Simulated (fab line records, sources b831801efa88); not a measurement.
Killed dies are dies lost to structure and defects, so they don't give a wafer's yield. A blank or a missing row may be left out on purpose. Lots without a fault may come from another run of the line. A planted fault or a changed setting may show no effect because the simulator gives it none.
fab line records | flow sky130
record lots=6 wafers=18 last_day=50
route steps=708 shown POLY_GATE@227 LDD_N@237 PAD_OPEN@708
lots that met no fault: from a run of the same line without faults
start_h: hours from the record's first day to the start of the lot's first wafer shown | wait_h: hours since the lot's step before | " the same as in the row above | L1.1+2: a row that stands for several wafers | - no value, or no start given | * or withheld: withheld | < > ~ a bound
route shown NAME@n: a module of which the file shows steps, and the number in the route of the first | usual: mean/standard deviation of fault-free wafers | same: alike in all rows | chamber/n: place in a boat | sites: the reading at each site | _std_site: their standard deviation | _edge_site: outer sites' mean less inner sites' | radius_mm: how far each site lies from the wafer's centre | mask NAME#n: copy n | behind: the tool/chamber that last shaped the wafer | hold: why the lot was held/for how many hours/how that ended | device: the transistor (n, p or np) that didn't switch | end of line: the same wafers' tests at the end of the route | a step without rows: its recipe alone | killed: dies lost to structure and defects at the first sort, not the wafer's yield | map: a wafer's dies, x killed, . not, _ none there
set.NAME: the setting as run; set.NAME@STEP: as run at that earlier step | model.NAME: the simulator's own value behind a step, which no gauge read
lots at some steps of the route; a table a step, a row a wafer
services: from which hour (start_h, from the record's first day; less than 0 if before it) a tool's chamber was out of use, for how many hours, and why
## steps
# step SKY_POLY_GATE_CD_MEAS_13
# recipe target_cd_nm=150
# usual cd_nm=149.7/1.6
# columns lot.wafer tool chamber start_h wait_h cd_nm
L682.2 cd_sem-01 - 402.20 - 150.9
L682.3 " - " " 151.3
L682.5 " - " " 150.5
L687.1 cd_sem-02 - 432.98 - 149.5
L687.3 " - " " 149.9
L687.5 " - " " 149.4
L690.2 cd_sem-02 - 441.20 - 146.4
L690.4 " - " " 146.2
L690.5 " - " " 143.8
L689.1 cd_sem-02 - 443.43 - 149.6
L689.4 " - " " 148.9
L689.5 " - " " 149.4
L700.3 cd_sem-02 - 531.25 - 149.5
L700.5 " - " " 148.6
L700.6 " - " " 149.4
L701.1 cd_sem-01 - 537.11 - 148.4
L701.3 " - " " 149.7
L701.4 " - " " 148.5
# step SKY_POLY_GATE_OVL_MEAS_14
# usual POLY_GATE_OVL=2/5.4
# columns lot.wafer tool chamber start_h wait_h POLY_GATE_OVL[nm]
L682.2 overlay-01 - 402.31 0.1 -10
L682.3 " - " " 6
L682.5 " - " " 6
L687.1 overlay-01 - 433.10 0.1 11
L687.3 " - " " 16
L687.5 " - " " 9
L690.2 overlay-01 - 441.31 0.1 -2
L690.4 " - " " -4
L690.5 " - " " -1
L689.1 overlay-02 - 443.55 0.1 -4
L689.4 " - " " -12
L689.5 " - " " 3
L700.3 overlay-01 - 531.35 0.1 7
L700.5 " - " " 7
L700.6 " - " " -3
L701.1 overlay-02 - 537.23 0.1 9
L701.3 " - " " 9
L701.4 " - " " 2
# step SKY_POLY_GATE_ETCH_15
# recipe chemistry=N2/H2 target=BARC ion_energy_ev=200 source_w=514.7 bias_w=100 pressure_mtorr=30 n2_flow_sccm=100 h2_flow_sccm=200 stop_on=SiO2 time_s=118.5 target_depth_a=1100
# usual bias_w=100.0/0.33 drypump_motor_current_A=6.1/0.36 n2_flow_sccm=99.95/0.29 oes_product_au=0.716/0.0047 throttle_valve_pct=13.213/0.0099
# columns lot.wafer tool chamber start_h wait_h bias_w drypump_motor_current_A n2_flow_sccm oes_product_au rf_hours_counter_h throttle_valve_pct
L682.2 rie_diel-04 2 402.34 0.0 100.3 6.2 100.00 0.726 12 13.212
L682.3 " 0 " " 99.9 6.2 99.99 0.715 80 13.205
L682.5 " 0 " " 100.4 6.2 99.47 0.705 - 13.215
L687.1 rie_diel-01 1 433.14 0.0 100.2 5.5 99.98 0.722 6 13.204
L687.3 " 2 " " 100.1 6.5 100.19 0.717 3 13.214
L687.5 " 1 " " 99.7 5.6 100.19 0.711 - 13.220
L690.2 rie_diel-03 1 441.34 0.0 99.5 6.3 100.07 0.717 7 13.225
L690.4 " 1 " " 99.7 6.3 100.15 0.720 - 13.217
L690.5 " 3 " " 100.3 6.2 99.83 0.716 - 13.218
L689.1 rie_diel-01 1 443.59 0.0 99.9 5.6 100.40 0.712 6 13.191
L689.4 " 2 " " 99.5 6.5 100.20 0.710 - 13.235
L689.5 " 1 " " 100.3 5.6 99.87 0.712 - 13.221
L700.3 rie_diel-01 2 531.37 0.0 100.1 6.5 99.93 0.717 6 13.226
L700.5 " 1 " " 99.6 5.6 99.42 0.720 - 13.202
L700.6 " 0 " " 99.6 6.2 99.90 0.709 - 13.214
L701.1 rie_diel-03 0 537.27 0.0 99.7 6.5 99.74 0.711 15 13.203
L701.3 " 1 " " 100.0 6.3 99.60 0.716 8 13.222
L701.4 " 0 " " 99.7 6.5 99.77 0.718 - 13.212
# step SKY_POLY_GATE_ETCH_16
# recipe stop_on=poly-Si chemistry=CH3F/O2 target=Si3N4 source_w=400 bias_w=80 pressure_mtorr=25 ch3f_flow_sccm=40 O2_flow_sccm=30 time_s=147.5 target_depth_a=750
# usual bias_w=79.98/0.23 drypump_motor_current_A=6.1/0.36 oes_product_au=0.639/0.0053 throttle_valve_pct=10.535/0.009
# columns lot.wafer tool chamber start_h wait_h bias_w drypump_motor_current_A oes_product_au rf_hours_counter_h throttle_valve_pct
L682.2 rie_diel-04 2 402.42 0.0 80.32 6.1 0.641 12 10.535
L682.3 " 0 " " 79.99 6.1 0.640 80 10.539
L682.5 " 0 " " 79.84 6.2 0.634 - 10.539
L687.1 rie_diel-01 1 433.22 0.0 79.88 5.6 0.632 6 10.537
L687.3 " 2 " " 80.09 6.4 0.631 3 10.522
L687.5 " 1 " " 79.97 5.6 0.639 - 10.549
L690.2 rie_diel-03 1 441.42 0.0 79.92 6.3 0.630 7 10.537
L690.4 " 1 " " 79.84 6.3 0.643 - 10.534
L690.5 " 3 " " 80.14 6.2 0.641 - 10.540
L689.1 rie_diel-01 1 443.67 0.0 79.98 5.6 0.633 6 10.512
L689.4 " 2 " " 79.84 6.5 0.635 - 10.540
L689.5 " 1 " " 80.07 5.6 0.636 - 10.528
L700.3 rie_diel-01 2 531.45 0.0 80.06 6.5 0.645 6 10.546
L700.5 " 1 " " 80.07 5.6 0.646 - 10.528
L700.6 " 0 " " 79.61 6.2 0.652 - 10.534
L701.1 rie_diel-03 0 537.35 0.0 80.59 6.5 0.636 15 10.538
L701.3 " 1 " " 80.11 6.3 0.628 9 10.539
L701.4 " 0 " " 80.46 6.5 0.633 - 10.541
# step SKY_POLY_GATE_ETCH_17
# recipe target_depth_nm=180 stop_on=SiO2 over_etch_frac=0.56667 chemistry=HBr/Cl2 target=poly-Si icp_w=400 bias_w=100 pressure_mtorr=10 HBr_flow_sccm=150 Cl2_flow_sccm=50 time_s=70.5
# usual bias_w=99.99/0.3 drypump_motor_current_A=5.6/0.5 oes_product_au=0.987/0.0072 throttle_valve_pct=33.684/0.0099
# columns lot.wafer tool chamber start_h wait_h bias_w drypump_motor_current_A oes_product_au rf_hours_counter_h throttle_valve_pct
L682.2 rie_si-02 3 402.52 0.0 99.80 5.4 0.978 25 33.671
L682.3 " 1 " " 99.15 5.9 0.985 6 33.686
L682.5 " 3 " " 99.84 5.4 0.979 - 33.695
L687.1 rie_si-02 1 433.32 0.0 100.38 5.9 0.988 6 33.686
L687.3 " 0 " " 100.01 6.6 0.981 0 33.676
L687.5 " 0 " " 100.13 6.5 0.983 - 33.679
L690.2 rie_si-02 2 441.52 0.0 99.86 4.9 0.989 46 33.680
L690.4 " 3 " " 100.23 5.4 0.984 25 33.675
L690.5 " 2 " " 100.35 4.9 0.983 - 33.687
L689.1 rie_si-01 2 443.77 0.0 99.88 5.4 0.986 7 33.689
L689.4 " 2 " " 99.53 5.3 0.987 - 33.687
L689.5 " 1 " " 99.84 5.7 0.993 - 33.685
L700.3 rie_si-02 1 531.55 0.0 99.99 5.9 0.984 7 33.675
L700.5 " 1 " " 100.34 5.9 0.993 - 33.704
L700.6 " 2 " " 99.96 4.9 0.989 - 33.678
L701.1 rie_si-01 2 537.45 0.0 100.09 5.4 0.981 7 33.696
L701.3 " 3 " " 100.04 6.0 0.987 0 33.702
L701.4 " 2 " " 100.15 5.3 0.979 - 33.698
# step SKY_POLY_GATE_STRIP_18
# recipe chemistry=O2/N2 power_w=1400 pressure_mtorr=1500 platen_temp_c=withheld o2_flow_sccm=3000 n2_flow_sccm=300 overash_fraction=0.5
# usual drypump_motor_current_A=5.7/0.39 n2_flow_sccm=300.1/1.5 oes_product_au=0.359/0.0048 strip_time_to_endpoint_s=3.14/0.04
# columns lot.wafer tool chamber start_h wait_h drypump_motor_current_A n2_flow_sccm oes_product_au rf_hours_counter_h strip_time_to_endpoint_s
L682.2 plasma_asher-04 0 402.58 0.0 6.0 300.1 0.372 27 3.23
L682.3 " 1 " " 6.3 299.5 0.358 - 3.19
L682.5 " 1 " " 6.3 299.3 0.362 - 3.17
L687.1 plasma_asher-03 1 433.38 0.0 5.6 298.3 0.355 0 3.17
L687.3 " 0 " " 5.6 299.4 0.361 - 3.16
L687.5 " 0 " " 5.6 299.2 0.358 - 3.15
L690.2 plasma_asher-03 0 441.58 0.0 5.6 300.3 0.358 1 3.07
L690.4 " 1 " " 5.7 300.6 0.351 - 3.13
L690.5 " 0 " " 5.6 301.0 0.362 - 3.11
L689.1 plasma_asher-04 1 443.83 0.0 6.4 300.8 0.357 32 3.13
L689.4 " 1 " " 6.4 298.7 0.357 - 3.13
L689.5 " 0 " " 5.9 300.4 0.355 - 3.12
L700.3 plasma_asher-02 1 531.64 0.1 5.1 301.2 0.364 - 3.13
L700.5 " 1 " " 5.1 301.4 0.355 - 3.13
L700.6 " 0 " " 5.7 299.6 0.360 - 3.09
L701.1 plasma_asher-02 1 537.51 0.0 5.1 300.1 0.359 69 3.17
L701.3 " 0 " " 5.7 301.2 0.365 - 3.13
L701.4 " 1 " " 5.1 300.0 0.369 - 3.16
# step SKY_POLY_GATE_CLEAN_19
# recipe chemistry=SC1/SC2 mix=1:4:20 temp_c=70 time_s=150 dry=n2_spin
# step SKY_POLY_GATE_OXIDATION_20
# recipe temp_c=850 ambient=O2 stabilise_s=600 purge_s=300 target_thk_a=40 ox_time_s=899
# step SKY_POLY_GATE_THK_MEAS_21
# recipe reads=SiO2_of_POLY_GATE_OXIDATION_20
# usual POLY_GATE_OXIDATION_THK=3.98/0.096
# columns lot.wafer tool chamber start_h wait_h POLY_GATE_OXIDATION_THK[nm]
L682.2 film_metro-03 - 405.26 0.0 4.05
L682.3 " - " " 4.01
L682.5 " - " " 3.96
L687.1 film_metro-01 - 434.78 0.0 3.98
L687.3 " - " " 3.88
L687.5 " - " " 3.91
L690.2 film_metro-04 - 444.08 0.0 3.98
L690.4 " - " " 3.97
L690.5 " - " " 3.99
L689.1 film_metro-03 - 445.85 0.0 4.07
L689.4 " - " " 3.99
L689.5 " - " " 3.98
L700.3 film_metro-03 - 533.03 0.0 4.08
L700.5 " - " " 4.10
L700.6 " - " " 4.14
L701.1 film_metro-03 - 538.91 0.0 3.89
L701.3 " - " " 3.90
L701.4 " - " " 3.90
# step SKY_POLY_GATE_CD_MEAS_22
# usual cd_nm=148.9/2.4
# columns lot.wafer tool chamber start_h wait_h cd_nm
L682.2 cd_sem-02 - 405.34 0.1 151.2
L682.3 " - " " 149.6
L682.5 " - " " 150.0
L687.1 cd_sem-01 - 434.84 0.1 149.0
L687.3 " - " " 148.0
L687.5 " - " " 145.9
L690.2 cd_sem-01 - 444.16 0.1 145.8
L690.4 " - " " 144.4
L690.5 " - " " 142.3
L689.1 cd_sem-01 - 445.91 0.1 147.8
L689.4 " - " " 150.8
L689.5 " - " " 147.2
L700.3 cd_sem-01 - 533.12 0.1 150.7
L700.5 " - " " 148.6
L700.6 " - " " 149.3
L701.1 cd_sem-02 - 538.97 0.1 151.9
L701.3 " - " " 151.4
L701.4 " - " " 151.8
# step SKY_LDD_N_DEHYDRATE_00
# recipe temp_c=200 time_s=60
# step SKY_LDD_N_HMDS_01
# recipe prime_time_s=60 prime_temp_c=120
# step SKY_LDD_N_COAT_02
# recipe resist=NOVOLAK spin_rpm=3000 resist_thk_nm=300
# columns lot.wafer tool chamber start_h wait_h model.NOVOLAK_of_LDD_N_COAT_02.thk_nm
L682.2 litho_track-04 0 420.56 0.1 299.5
L682.3 " 0 " " 300.3
L682.5 " 0 " " 300.6
L687.1 litho_track-04 0 450.28 0.1 300.1
L687.3 " 0 " " 300.5
L687.5 " 0 " " 300.3
L690.2 litho_track-04 0 460.11 0.1 346.7
L690.4 " 0 " " 346.5
L690.5 " 0 " " 345.9
L689.1 litho_track-04 0 461.03 0.1 346.6
L689.4 " 0 " " 345.2
L689.5 " 0 " " 345.9
L700.3+6 litho_track-04 0 548.38 0.1 300.1
L700.5 " 0 " " 300.4
L701.1 litho_track-02 0 554.56 0.1 299.1
L701.3 " 0 " " 300.5
L701.4 " 0 " " 300.2
# step SKY_LDD_N_SOFTBAKE_03
# recipe temp_c=90 time_s=60 resist=NOVOLAK
# step SKY_LDD_N_EXPOSE_04
# recipe mask_id=NTM target_cd_nm=840 na=0.6 source_shape=conventional sigma_outer=0.6 dose_mj=110
# step SKY_LDD_N_PEB_05
# recipe temp_c=withheld time_s=* resist=NOVOLAK
# step SKY_LDD_N_DEVELOP_06
# recipe develop_time_s=60 dev_temp_c=23
# columns lot.wafer tool chamber start_h wait_h model.NOVOLAK_of_LDD_N_COAT_02.thk_nm
L682.2 litho_track-04 0 435.91 0.1 299.1
L682.3 " 0 " " 299.9
L682.5 " 0 " " 300.2
L687.1 litho_track-02 0 465.36 0.1 299.6
L687.3 " 0 " " 300.1
L687.5 " 0 " " 299.9
L690.2 litho_track-01 0 473.92 0.1 346.3
L690.4 " 0 " " 346.1
L690.5 " 0 " " 345.5
L689.1 litho_track-01 0 475.09 0.1 346.2
L689.4 " 0 " " 344.8
L689.5 " 0 " " 345.5
L700.3+6 litho_track-04 0 562.58 0.1 299.7
L700.5 " 0 " " 300
L701.1 litho_track-04 0 568.28 0.1 298.7
L701.3 " 0 " " 300.1
L701.4 " 0 " " 299.8
# step SKY_LDD_N_OVL_MEAS_07
# usual LDD_N_OVL=0.0/1.3
# columns lot.wafer tool chamber start_h wait_h LDD_N_OVL[nm]
L682.2 overlay-01 - 436.04 0.1 -0.6
L682.3 " - " " 1.5
L682.5 " - " " 0.5
L687.1 overlay-02 - 465.53 0.1 -0.9
L687.3 " - " " -1.3
L687.5 " - " " -0.1
L690.2 overlay-02 - 474.05 0.1 -0.8
L690.4 " - " " -0.9
L690.5 " - " " -1.9
L689.1 overlay-01 - 475.24 0.1 -0.4
L689.4 " - " " 1.5
L689.5 " - " " 1.7
L700.3 overlay-01 - 562.69 0.1 -0.3
L700.5 " - " " -0.1
L700.6 " - " " -0.1
L701.1 overlay-02 - 568.43 0.1 0.1
L701.3 " - " " 2.1
L701.4 " - " " 0.9
# step SKY_LDD_N_IMPLANT_08
# recipe species=As energy_kev=19.67 dose_cm2=7.5e+13 tilt_deg=withheld rotation_deg=23
# step SKY_LDD_N_IMPLANT_09
# recipe species=As energy_kev=20 dose_cm2=7.5e+13 tilt_deg=withheld rotation_deg=113
# step SKY_LDD_N_IMPLANT_10
# recipe species=As energy_kev=20 dose_cm2=7.5e+13 tilt_deg=withheld rotation_deg=203
# step SKY_LDD_N_IMPLANT_11
# recipe species=As energy_kev=20 dose_cm2=7.5e+13 tilt_deg=withheld rotation_deg=293
# step SKY_LDD_N_IMPLANT_12
# recipe species=BF2 energy_kev=50 dose_cm2=5e+12 tilt_deg=30 rotation_deg=0
# step SKY_LDD_N_IMPLANT_13
# recipe species=BF2 energy_kev=50 dose_cm2=5e+12 tilt_deg=30 rotation_deg=90
# step SKY_LDD_N_IMPLANT_14
# recipe species=BF2 energy_kev=50 dose_cm2=5e+12 tilt_deg=30 rotation_deg=180
# step SKY_LDD_N_IMPLANT_15
# recipe species=BF2 energy_kev=50 dose_cm2=5e+12 tilt_deg=30 rotation_deg=270
# step SKY_LDD_N_STRIP_16
# recipe chemistry=O2/N2 power_w=1400 pressure_mtorr=1500 platen_temp_c=withheld o2_flow_sccm=3000 n2_flow_sccm=300 overash_fraction=0.5
# usual drypump_motor_current_A=5.8/0.33 n2_flow_sccm=300.0/0.86 oes_product_au=0.407/0.0045 strip_time_to_endpoint_s=4.315/0.016
# columns lot.wafer tool chamber start_h wait_h drypump_motor_current_A n2_flow_sccm oes_product_au rf_hours_counter_h strip_time_to_endpoint_s
L682.2 plasma_asher-04 1 437.27 0.1 6.3 299.1 0.419 31 4.302
L682.3 " 1 " " 6.3 299.0 0.416 - 4.318
L682.5 " 0 " " 5.9 300.7 0.405 - 4.331
L687.1 plasma_asher-01 1 466.77 0.1 5.7 299.4 0.403 79 4.309
L687.3 " 0 " " 5.2 300.9 0.402 - 4.305
L687.5 " 1 " " 5.7 300.8 0.407 - 4.315
L690.2 plasma_asher-04 1 475.28 0.1 6.3 301.0 0.430 35 4.900
L690.4 " 0 " " 5.9 298.8 0.433 - 4.908
L690.5 " 0 " " 6.0 300.5 0.432 - 4.894
L689.1 plasma_asher-04 1 476.48 0.1 6.3 300.7 0.424 36 4.918
L689.4 " 1 " " 6.3 300.6 0.427 - 4.899
L689.5 " 1 " " 6.3 300.3 0.424 - 4.890
L700.3 plasma_asher-03 0 563.95 0.1 5.6 299.1 0.407 - 4.303
L700.5 " 1 " " 5.7 299.7 0.411 - 4.314
L700.6 " 0 " " 5.5 299.7 0.413 - 4.307
L701.1 plasma_asher-03 1 569.67 0.1 5.6 300.8 0.409 13 4.295
L701.3 " 0 " " 5.5 299.7 0.413 - 4.320
L701.4 " 1 " " 5.7 299.7 0.413 - 4.328
# step SKY_LDD_N_TW_MEAS_17
# usual LDD_N_TW=2611/11
# columns lot.wafer tool chamber start_h wait_h LDD_N_TW
L682.2 film_metro-03 - 437.38 0.1 2608
L682.3 " - " " 2589
L682.5 " - " " 2603
L687.1 film_metro-04 - 466.87 0.1 2623
L687.3 " - " " 2614
L687.5 " - " " 2616
L690.2 film_metro-04 - 475.39 0.1 2611
L690.4 " - " " 2632
L690.5 " - " " 2614
L689.1 film_metro-04 - 476.58 0.1 2632
L689.4 " - " " 2621
L689.5 " - " " 2618
L700.3 film_metro-02 - 564.04 0.1 2620
L700.5 " - " " 2642
L700.6 " - " " 2616
L701.1 film_metro-03 - 569.77 0.1 2619
L701.3 " - " " 2612
L701.4 " - " " 2629
# step SKY_PAD_OPEN_PROBE_99
# usual killed_at_M0_to_M3=44/6.6 killed_at_M4_up=3.0/1.9 killed_at_contacts=24/5.1 killed_at_front_end=16/4.6 killed_at_other=0.3/0.59 killed_dies=88/9.5 killed_open=48/6.7 killed_short=40/6.1
# same gross_dies=492 killed_at_back_side=0
# columns lot.wafer tool chamber start_h wait_h killed_at_M0_to_M3 killed_at_M4_up killed_at_contacts killed_at_front_end killed_at_other killed_dies killed_open killed_short
L687.1 prober-02 - 1119.50 0.1 48 1 24 19 0 92 51 41
L687.3 prober-02 - 1119.60 0.2 41 4 24 16 0 85 56 29
L687.5 prober-02 - 1119.70 0.2 52 4 20 24 0 100 61 39
L690.2 prober-01 - 1134.15 0.1 48 2 23 12 0 85 45 40
L690.4 prober-01 - 1134.25 0.2 43 1 21 15 0 80 47 33
L690.5 prober-01 - 1134.30 0.2 50 2 21 18 1 92 54 38
L700.3 prober-02 - 1180.77 0.2 51 3 32 16 0 102 61 40
L700.5 prober-02 - 1180.87 0.2 48 5 20 21 1 95 47 47
L700.6 prober-02 - 1180.92 0.2 39 3 26 27 0 95 54 41
# killed by level:class
L687.1 VIA2:geometric_particle:open=11 VIA1:geometric_particle:open=8 CONTACT:geometric_particle:short=8 VIA3:geometric_particle:open=8 CONTACT:geometric_particle:open=7 METAL2:geometric_particle:short=7 FIELD_ISO:geometric_particle:short=5 VIA3:geometric_particle:short=5
L687.3 VIA1:geometric_particle:open=14 CONTACT:geometric_particle:open=11 VIA2:geometric_particle:open=8 CONTACT:geometric_particle:short=7 VIA3:geometric_particle:open=6 FIELD_ISO:geometric_particle:open=5 LI_CONTACT:geometric_particle:open=4 FIELD_ISO:geometric_particle:short=3
L687.5 VIA1:geometric_particle:open=11 VIA3:geometric_particle:open=11 CONTACT:geometric_particle:open=8 FIELD_ISO:geometric_particle:open=6 LI_CONTACT:geometric_particle:open=5 METAL2:geometric_particle:short=5 VIA1:geometric_particle:short=5 VIA2:geometric_particle:open=5
L690.2 VIA1:geometric_particle:open=20 LI_CONTACT:geometric_particle:open=8 VIA3:geometric_particle:short=6 POLY_GATE:geometric_particle:short=5 LOCAL_INTERCONNECT:geometric_particle:short=5 CONTACT:geometric_particle:short=4 CONTACT:geometric_particle:open=4 VIA1:geometric_particle:short=4
L690.4 VIA1:geometric_particle:open=17 CONTACT:geometric_particle:open=12 POLY_GATE:geometric_particle:short=5 VIA3:geometric_particle:short=5 POLY_GATE:geometric_particle:open=4 LI_CONTACT:geometric_particle:open=4 VIA1:geometric_particle:short=4 METAL3:geometric_particle:short=4
L690.5 VIA1:geometric_particle:open=10 VIA2:geometric_particle:open=8 VIA3:geometric_particle:open=7 POLY_GATE:geometric_particle:open=6 CONTACT:geometric_particle:open=6 FIELD_ISO:geometric_particle:open=5 VIA3:geometric_particle:short=5 CONTACT:geometric_particle:short=5
L700.3 VIA1:geometric_particle:open=12 CONTACT:geometric_particle:open=11 VIA3:geometric_particle:open=9 LI_CONTACT:geometric_particle:open=9 VIA2:geometric_particle:open=9 METAL1:geometric_particle:short=8 POLY_GATE:geometric_particle:short=5 VIA3:geometric_particle:short=5
L700.5 CONTACT:geometric_particle:open=9 VIA2:geometric_particle:short=7 METAL1:geometric_particle:short=7 VIA1:geometric_particle:open=7 POLY_GATE:geometric_particle:short=6 VIA3:geometric_particle:open=6 FIELD_ISO:geometric_particle:short=4 POLY_GATE:geometric_particle:open=4
L700.6 CONTACT:geometric_particle:open=12 VIA1:geometric_particle:open=9 POLY_GATE:geometric_particle:open=8 FIELD_ISO:geometric_particle:short=6 POLY_GATE:geometric_particle:short=6 LI_CONTACT:geometric_particle:open=6 VIA2:geometric_particle:open=5 VIA3:geometric_particle:open=5
## services
# columns tool chamber start_h hours kind
plasma_asher-04 - 385.81 1.2 repair
rie_diel-01 1 388.99 6.0 repair
rie_si-02 0 398.69 8.4 repair
rie_si-02 - 406.25 0.3 repair
rie_diel-04 - 413.72 0.9 repair
plasma_asher-04 - 420.45 4.3 pm
plasma_asher-03 - 421.25 9.0 pm
rie_diel-01 3 432.06 16.3 repair
plasma_asher-03 - 435.41 3.7 repair
rie_diel-03 1 441.91 6.3 repair
plasma_asher-01 - 455.98 4.2 repair
plasma_asher-03 - 461.89 2.8 pm
plasma_asher-02 - 464.49 2.4 repair
plasma_asher-01 - 464.81 1.4 repair
rie_diel-04 1 473.05 2.3 repair
rie_si-01 1 493.52 9.3 repair
plasma_asher-01 - 500.85 1.5 repair
rie_diel-04 3 514.68 7.8 repair
rie_diel-01 3 515.29 - clean
rie_diel-01 3 515.29 24.2 scheduled_down
rie_si-02 - 532.93 0.3 repair
rie_si-02 3 533.16 2.9 repair
rie_diel-01 - 550.36 0.6 repair
plasma_asher-02 - 563.22 1.2 repair
## key
first_sign step=SKY_LDD_N_STRIP_16 reading=strip_time_to_endpoint_s direction=up sigmas=37 usual=* struck=*
effect step=SKY_LDD_N_STRIP_16 reading=oes_product_au direction=up sigmas=4.9 usual=0.407 struck=0.428
model_effect step=SKY_LDD_N_COAT_02 value=NOVOLAK_of_LDD_N_COAT_02.thk_nm without=299.7 struck=346.1
model_effect step=SKY_LDD_N_DEVELOP_06 value=NOVOLAK_of_LDD_N_COAT_02.thk_nm without=299.3 struck=345.7
met_at SKY_LDD_N_COAT_02
struck_wafers L689.1,L689.4,L689.5,L690.2,L690.4,L690.5
tester_left_out L689,L690
onset_between 450.28 460.11
also_fits SKY_LDD_N_DEVELOP_06:litho_track-01,SKY_LDD_N_STRIP_16:plasma_asher-04
fault kind=process_parameter_drift tool=litho_track-04 chamber=- onset_h=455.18 steps=SKY_LDD_N_COAT_02 channel=resist_thk_nm offset=46.475 shape=step end_h=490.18 acts_in=these_recipes_only stated=300
# tester_left_out: of these lots the tester's yield and bins aren't shown, on N5 and GAA mostly nor the transistor test; their killed dies are dies lost to structure and defects alone, not to doping, threshold or leakage, so they don't give the yield
